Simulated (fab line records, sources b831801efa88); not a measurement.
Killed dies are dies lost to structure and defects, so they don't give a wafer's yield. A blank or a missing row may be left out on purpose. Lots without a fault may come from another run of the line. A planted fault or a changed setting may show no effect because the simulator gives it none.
One fault seen from 2 desks | flow sky130 | each desk has only its own numbers; what lay behind them comes last

THE TOOL OWNER'S DESK: pvd_sputter-01
The tool's own readings at SKY_METAL1_SPUTTER_02 (material AlCu, target thk 250 nm, time 13.3 s): means of the sampled wafers that have a number, for each lot that ran on this tool. A lot is out of limits, marked OUT, if its mean lies more than 4 standard deviations from the usual mean; the brackets give that distance.
Columns: A = cathode_dc_power_W at SKY_METAL1_SPUTTER_02, usual 10600 W; B = throttle_valve_pct at SKY_METAL1_SPUTTER_02, usual 29.5 %
lot  | first seen here | A                       | B
L987 | day 31 18:16    | 10600                   | 29.1
L992 | day 33 09:32    | 10601                   | 28.3
L101 | day 37 06:16    | 10603                   | 29.1
L100 | day 37 17:11    | 13048 (+99 or more) OUT | 28.8
L102 | day 37 18:43    | 13048 (+99 or more) OUT | 27.8
This desk's finding: out of limits on L100, L102; first on L100, day 37 17:11 (cathode_dc_power_W at SKY_METAL1_SPUTTER_02). In limits: L987, L992, L101.

THE METROLOGY DESK
What the gauges read, lot by lot, whatever tool the lot ran on: means of the sampled wafers that have a number. A lot is out of limits, marked OUT, if its mean lies more than 4 standard deviations from the usual mean; the brackets give that distance.
Columns: A = CONTACT_HDPCVD_THK at SKY_CONTACT_THK_MEAS_03, usual 562 nm; B = CONTACT_OVL at SKY_CONTACT_OVL_MEAS_15, usual -5 nm; C = METAL1_ALCU_RS at SKY_METAL1_RS_MEAS_05, usual 0.1267 ohm/sq; D = METAL1_ALCU_THK at SKY_METAL1_THK_MEAS_06, usual 246.5 nm
lot  | first seen here | A   | B   | C                | D
L985 | day 30 06:08    | 564 | -1  | 0.1280           | 245.0
L987 | day 30 11:50    | 555 | -10 | 0.1258           | 246.9
L988 | day 30 20:47    | 559 | -7  | 0.1293           | 241.7
L992 | day 32 04:47    | 559 | -5  | 0.1257           | 248.4
L101 | day 36 02:28    | 561 | -7  | 0.1265           | 246.9
L100 | day 36 12:56    | 564 | -2  | 0.1015 (-16) OUT | 306.7 (+20) OUT
L102 | day 36 14:34    | 564 | -8  | 0.1028 (-15) OUT | 300.8 (+18) OUT
L105 | day 37 03:16    | 556 | -3  | 0.1273           | 244.5
L106 | day 37 04:13    | 574 | -8  | 0.1248           | 250.1
L107 | day 37 14:29    | 565 | -5  | 0.1263           | 247.6
This desk's finding: out of limits on L100, L102; first on L100, day 37 17:17 (METAL1_ALCU_RS at SKY_METAL1_RS_MEAS_05). In limits: L985, L987, L988, L992, L101, L105, L106, L107.

PUT TOGETHER
The tool owner's desk could have raised an alarm at day 37 17:11, on L100, L102.
The metrology desk could have raised an alarm at day 37 17:17, on L100, L102.
Of the lots named, all ran SKY_METAL1_SPUTTER_02 on pvd_sputter-01.

WHAT THE SIMULATOR HAD PUT IN
Process parameter drift: pvd_sputter-01, from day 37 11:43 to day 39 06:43, at SKY_METAL1_SPUTTER_02. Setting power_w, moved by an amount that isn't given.
Lots struck among those shown: L100, L102.
Hours from the fault's start to each desk's first reading out of limits: the tool owner's desk, 5; the metrology desk, 6.
